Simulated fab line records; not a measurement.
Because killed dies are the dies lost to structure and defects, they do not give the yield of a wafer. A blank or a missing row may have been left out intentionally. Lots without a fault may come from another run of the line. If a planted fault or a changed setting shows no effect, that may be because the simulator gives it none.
Which tool is to blame?	flow gf180mcu	at 1 step of a route of 602, 12 lots with 36 wafers sampled

## WHAT THE GAUGES READ, wafer by wafer
GF_STI_THK_MEAS_04.
lot	measured	on	STI_CVD_03_THK (nm)
L075	day 1 18:34	film metro-03	210.9 208.7 211.0
L077	day 2 04:35	film metro-01	209.9 211.7 210.3
L079	day 2 14:56	film metro-01	209.8 210.1 212.6
L081	day 3 00:34	film metro-03	209.5 205.9 208.2
L083	day 3 10:34	film metro-01	206.8 208.4 208.4
L085	day 3 20:34	film metro-01	208.0 208.6 207.4
L087	day 4 06:34	film metro-03	206.3 206.3 207.9
L089	day 4 17:55	film metro-03	208.4 209.0 209.0
L091	day 5 02:34	film metro-03	205.8 204.5 204.7
L093	day 5 12:34	film metro-03	209.0 209.3 208.8
L095	day 5 22:34	film metro-01	205.3 206.9 206.6
L097	day 6 08:35	film metro-01	205.9 206.2 204.9

## WHICH TOOL RAN EACH LOT (tool, then ch and the chambers of the sampled wafers, then the start)
The record holds no process step before these readings.

## THE ANSWER, worked out from the rows above alone
Rule: what is usual is taken from the lots themselves. Put in order of their means at a reading, lots are off if they are a third of the lots or fewer, leave a main group of 4 or more, and stand apart from it by a gap of 3 or more times the standard deviation of the main group's means; of several such gaps the widest counts. A main group whose means are all the same, to the digits that the tables above print for the reading, isn't used. A lot without any number at a reading at which 4 lots or more have one is off too. Where the step has rows for the other lots, those lots are counted as sound.
No lot is off at any reading shown: from this, nothing can be told.

## WHAT THE SIMULATOR HAD PUT IN
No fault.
